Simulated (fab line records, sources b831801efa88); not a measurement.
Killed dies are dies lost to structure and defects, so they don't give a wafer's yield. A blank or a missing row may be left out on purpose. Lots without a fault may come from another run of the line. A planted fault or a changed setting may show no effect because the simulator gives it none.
Which tool did it? | flow sky130 | 11 lots, 33 wafers sampled, at 5 steps of a route of 708

WHAT THE GAUGES READ, wafer by wafer
SKY_CAP2M_RS_MEAS_03: measures by four-point-probe. Usual: CAP2M_TIN_RS 6.88 ohm/sq, standard deviation 0.073.
lot  | measured     | on            | CAP2M_TIN_RS (ohm/sq) | flag
L753 | day 39 20:38 | film_metro-02 | 6.96 7.00 6.98        |
L754 | day 40 04:34 | film_metro-02 | 6.81 6.80 6.78        |
L756 | day 40 21:37 | film_metro-01 | 6.86 6.84 6.91        |
L757 | day 41 07:38 | film_metro-03 | 6.90 6.80 6.73        |
L758 | day 41 13:12 | film_metro-03 | 6.89 6.91 6.95        |
L760 | day 42 00:03 | film_metro-03 | 6.85 6.79 6.80        |
L762 | day 42 23:54 | film_metro-01 | 6.83 6.77 6.78        |
L772 | day 45 12:11 | film_metro-03 | 6.85 6.86 6.91        |
L773 | day 45 15:15 | film_metro-03 | 6.92 6.88 6.90        |
L775 | day 46 12:02 | film_metro-03 | 6.88 6.93 6.93        |
L776 | day 46 19:52 | film_metro-01 | 6.85 6.83 6.93        |

SKY_VIA4_THK_MEAS_01. Usual: VIA4_HDPCVD_THK 1754 nm, standard deviation 22.
lot  | measured     | on            | VIA4_HDPCVD_THK (nm)          | flag
L753 | day 42 01:02 | film_metro-01 | 1741 1760 1744                |
L754 | day 42 08:10 | film_metro-04 | 1753 1770 1754                |
L756 | day 43 00:45 | film_metro-04 | 1753 1737 1729                |
L757 | day 43 09:41 | film_metro-01 | 1754 1738 1757                |
L758 | day 43 15:16 | film_metro-04 | 1730 1739 1741                |
L760 | day 44 01:27 | film_metro-04 | 1774 1747 1759                |
L762 | day 44 23:12 | film_metro-04 | 1776 1773 1749                |
L772 | day 47 07:56 | film_metro-04 | 2124 1769 1750 2123 1767 1751 | OFF
L773 | day 47 11:20 | film_metro-01 | 1788 2147 1814 1787 2146 1812 | OFF
L775 | day 48 05:29 | film_metro-03 | 1763 1748 1752                |
L776 | day 48 13:05 | film_metro-01 | 1752 1742 1759                |

WHICH TOOL RAN EACH LOT (tool, then ch and the chambers of the sampled wafers, then the start)
lot  | SKY_METAL4_SPUTTER_01        | SKY_CAP2M_METAL_ETCH_13           | SKY_VIA4_HDPCVD_00
L753 | pvd_sputter-02, day 39 20:15 | rie_metal-03 ch 0,1, day 40 22:08 | hdpcvd-02 ch 0,1,2, day 42 00:55
L754 | pvd_sputter-01, day 40 04:11 | rie_metal-04 ch 0,1, day 41 05:28 | hdpcvd-02 ch 0,1,2, day 42 08:03
L756 | pvd_sputter-03, day 40 21:18 | rie_metal-03 ch 0,1, day 41 22:13 | hdpcvd-01 ch 0,2, day 43 00:32
L757 | pvd_sputter-01, day 41 07:17 | rie_metal-01 ch 0,1, day 42 07:49 | hdpcvd-01 ch 0,1,2, day 43 09:29
L758 | pvd_sputter-01, day 41 12:53 | rie_metal-01 ch 0,1, day 42 13:37 | hdpcvd-01 ch 0,1,2, day 43 15:05
L760 | pvd_sputter-03, day 41 23:41 | rie_metal-03 ch 0,1, day 43 00:17 | hdpcvd-01 ch 0,1, day 44 01:15
L762 | pvd_sputter-03, day 42 23:34 | rie_metal-04 ch 0,1, day 43 22:52 | hdpcvd-02 ch 0,1, day 44 23:01
L772 | pvd_sputter-01, day 45 11:52 | rie_metal-03 ch 0,1, day 46 09:31 | hdpcvd-02 ch 0,1,2, day 47 07:46
L773 | pvd_sputter-03, day 45 14:56 | rie_metal-01 ch 0,1, day 46 12:31 | hdpcvd-02 ch 0,1,2, day 47 11:09
L775 | pvd_sputter-01, day 46 11:41 | rie_metal-04 ch 0, day 47 07:50   | hdpcvd-01 ch 0,2, day 48 05:18
L776 | pvd_sputter-02, day 46 19:33 | rie_metal-03 ch 0,1, day 47 16:07 | hdpcvd-01 ch 0,1, day 48 12:55
- SKY_METAL4_SPUTTER_01: material TiN, target thk 20 nm, time 16.7 s.
- SKY_CAP2M_METAL_ETCH_13: etches TiN in Cl2/BCl3, stops on SiO2, target depth 220 nm, time 62.9 s.
- SKY_VIA4_HDPCVD_00: deposits SiO2, target thk 1750 nm, time 291.7 s.

WHAT THE TOOLS THEMSELVES READ (means of the sampled wafers that have a number; where no wafer has one, the mark that the record gives instead)
SKY_METAL4_SPUTTER_01. Usual: throttle_valve_pct 30.0 %, standard deviation 0.89.
lot  | tool           | throttle_valve_pct (%) | flag
L753 | pvd_sputter-02 | 30.0                   |
L754 | pvd_sputter-01 | 29.9                   |
L756 | pvd_sputter-03 | 30.1                   |
L757 | pvd_sputter-01 | 30.0                   |
L758 | pvd_sputter-01 | 29.9                   |
L760 | pvd_sputter-03 | 30.2                   |
L762 | pvd_sputter-03 | 30.6                   |
L772 | pvd_sputter-01 | 30.3                   |
L773 | pvd_sputter-03 | 30.2                   |
L775 | pvd_sputter-01 | 30.2                   |
L776 | pvd_sputter-02 | 29.4                   |

SKY_CAP2M_METAL_ETCH_13. Usual: bias_w 48.50 W, standard deviation 0.15; drypump_motor_current_A 5.9 A, standard deviation 0.45; oes_product_au 0.944 a.u., standard deviation 0.0073; throttle_valve_pct 21.899 %, standard deviation 0.0097.
lot  | tool         | bias_w (W) | drypump_motor_current_A (A) | oes_product_au (a.u.) | throttle_valve_pct (%) | flag
L753 | rie_metal-03 | 48.37      | 5.7                         | 0.934                 | 21.897                 |
L754 | rie_metal-04 | 48.49      | 6.2                         | 0.955                 | 21.906                 |
L756 | rie_metal-03 | 48.60      | 5.7                         | 0.940                 | 21.897                 |
L757 | rie_metal-01 | 48.66      | 5.7                         | 0.946                 | 21.902                 |
L758 | rie_metal-01 | 48.39      | 5.5                         | 0.943                 | 21.904                 |
L760 | rie_metal-03 | 48.57      | 5.8                         | 0.946                 | 21.889                 |
L762 | rie_metal-04 | 48.40      | 6.1                         | 0.949                 | 21.895                 |
L772 | rie_metal-03 | 48.59      | 5.7                         | 0.947                 | 21.897                 |
L773 | rie_metal-01 | 48.35      | 5.7                         | 0.938                 | 21.897                 |
L775 | rie_metal-04 | 48.55      | 6.6                         | 0.940                 | 21.905                 |
L776 | rie_metal-03 | 48.57      | 5.7                         | 0.938                 | 21.900                 |

SKY_VIA4_HDPCVD_00. Usual: run_length_s 319.7 s, standard deviation 0.43.
lot  | tool      | run_length_s (s) | flag
L753 | hdpcvd-02 | 320.2            |
L754 | hdpcvd-02 | 320.0            |
L756 | hdpcvd-01 | 319.8            |
L757 | hdpcvd-01 | 319.6            |
L758 | hdpcvd-01 | 319.5            |
L760 | hdpcvd-01 | 319.4            |
L762 | hdpcvd-02 | 319.9            |
L772 | hdpcvd-02 | 341.9            | OFF
L773 | hdpcvd-02 | 342.3            | OFF
L775 | hdpcvd-01 | 319.3            |
L776 | hdpcvd-01 | 319.5            |

THE ANSWER, worked out from the rows above alone
Rule: a lot is off if the mean of its wafers that have a number lies more than 3 standard deviations from the usual mean. A lot without any number at a reading at which 4 lots or more have one is off too. The other lots that the step has rows for count as sound. The gauges are gone through in route order, then the tools' own readings, and for those a lot's mean is taken as printed above. The first step at which some lot is off is used, and at that step the reading that is off furthest; a lot without a number counts as furthest.
Off: L772, L773, at SKY_VIA4_THK_MEAS_01 (VIA4_HDPCVD_THK).
A tool fits if, at a process step before that reading, it ran every lot that is off, and no sound lot after the first of them. The gauges at SKY_VIA4_THK_MEAS_01 aren't tried: what is off there is off at SKY_VIA4_HDPCVD_00 too, on other tools, and a gauge's error can't cause that. One fits: hdpcvd-02 at SKY_VIA4_HDPCVD_00. Its last sound lot is L762 (day 44 23:01), its first lot that is off L772 (day 47 07:46): a fault that began between those two fits.
The tool's own readings at SKY_VIA4_HDPCVD_00 bear it out: on the lots that are off they differ by more than 5 times the standard deviation of the sound lots' means. run_length_s reads 342.1 s there against 319.7 s on the sound lots.

WHAT THE SIMULATOR HAD PUT IN
Process parameter drift: hdpcvd-02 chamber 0, from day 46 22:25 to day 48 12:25, at SKY_VIA4_HDPCVD_00. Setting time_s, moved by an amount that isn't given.
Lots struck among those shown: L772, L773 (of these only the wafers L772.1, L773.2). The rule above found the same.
